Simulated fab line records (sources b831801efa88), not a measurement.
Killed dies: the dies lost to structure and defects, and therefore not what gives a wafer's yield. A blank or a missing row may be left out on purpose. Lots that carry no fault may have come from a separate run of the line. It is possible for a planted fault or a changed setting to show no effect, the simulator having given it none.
Chamber matching :: flow sky130 :: SKY_VIA3_CMP_02 on cmp-02: 4 sister chambers
The step polishes SiO2. 8 wafers are shown with their chamber, then 9 later ones without.

WAFERS, EACH WITH ITS CHAMBER
wafer: L678.1
chamber: 1
motorCurrentA (A): 11.9
slurryFilterDpKPa (kPa): 13.70

wafer: L680.5
chamber: 1
motorCurrentA (A): 11.8
slurryFilterDpKPa (kPa): 13.65

wafer: L683.2
chamber: 3
motorCurrentA (A): 12.4
slurryFilterDpKPa (kPa): 13.57

wafer: L683.4
chamber: 0
motorCurrentA (A): 14.0
slurryFilterDpKPa (kPa): 13.51

wafer: L687.4
chamber: 3
motorCurrentA (A): 12.8
slurryFilterDpKPa (kPa): 13.47

wafer: L688.3
chamber: 2
motorCurrentA (A): 14.5
slurryFilterDpKPa (kPa): 13.71

wafer: L688.4
chamber: 0
motorCurrentA (A): 13.5
slurryFilterDpKPa (kPa): 13.42

wafer: L688.6
chamber: 2
motorCurrentA (A): 14.5
slurryFilterDpKPa (kPa): 13.64

WAFERS WITHOUT THEIR CHAMBER
wafer: L690.2
motorCurrentA (A): 12.0
slurryFilterDpKPa (kPa): 13.76

wafer: L690.3
motorCurrentA (A): 11.4
slurryFilterDpKPa (kPa): 13.63

wafer: L690.4
motorCurrentA (A): 14.0
slurryFilterDpKPa (kPa): 13.56

wafer: L696.1
motorCurrentA (A): 11.7
slurryFilterDpKPa (kPa): 13.46

wafer: L696.4
motorCurrentA (A): 12.5
slurryFilterDpKPa (kPa): 13.71

wafer: L696.6
motorCurrentA (A): 12.8
slurryFilterDpKPa (kPa): 13.74

wafer: L697.2
motorCurrentA (A): 14.2
slurryFilterDpKPa (kPa): 13.44

wafer: L697.5
motorCurrentA (A): 12.6
slurryFilterDpKPa (kPa): 13.61

wafer: L697.6
motorCurrentA (A): 11.8
slurryFilterDpKPa (kPa): 13.72

THE CHAMBER EACH PASSED THROUGH
wafer: L690.2
from the rows above: 1
in truth: 1

wafer: L690.3
from the rows above: 1
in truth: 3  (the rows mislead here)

wafer: L690.4
from the rows above: can't be placed: 0 or 2
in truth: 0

wafer: L696.1
from the rows above: can't be placed: 1 or 3
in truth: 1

wafer: L696.4
from the rows above: can't be placed: 1 or 3
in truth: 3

wafer: L696.6
from the rows above: can't be placed: 3 or 1
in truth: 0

wafer: L697.2
from the rows above: 0
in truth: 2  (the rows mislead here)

wafer: L697.5
from the rows above: can't be placed: 3 or 1
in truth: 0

wafer: L697.6
from the rows above: 1
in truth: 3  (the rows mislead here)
Correct placement for 1 of the 9. Cannot be placed on the basis of these rows: 5; the candidates contain the true chamber in 3. Wrongly placed: 3.
How it was worked out, from the rows above alone: a wafer's distance from a chamber is the root of the sum, over the readings, of the square of ((its reading less the chamber's mean) divided by the reading's scatter). The wafer belongs to the nearest chamber; if the next one is less than 2 further off, it can't be placed. A chamber's mean is the mean of its shown wafers. The scatter: the root of (the sum of the squares of (reading less its chamber's mean) over the shown wafers, divided by (wafers less chambers)).
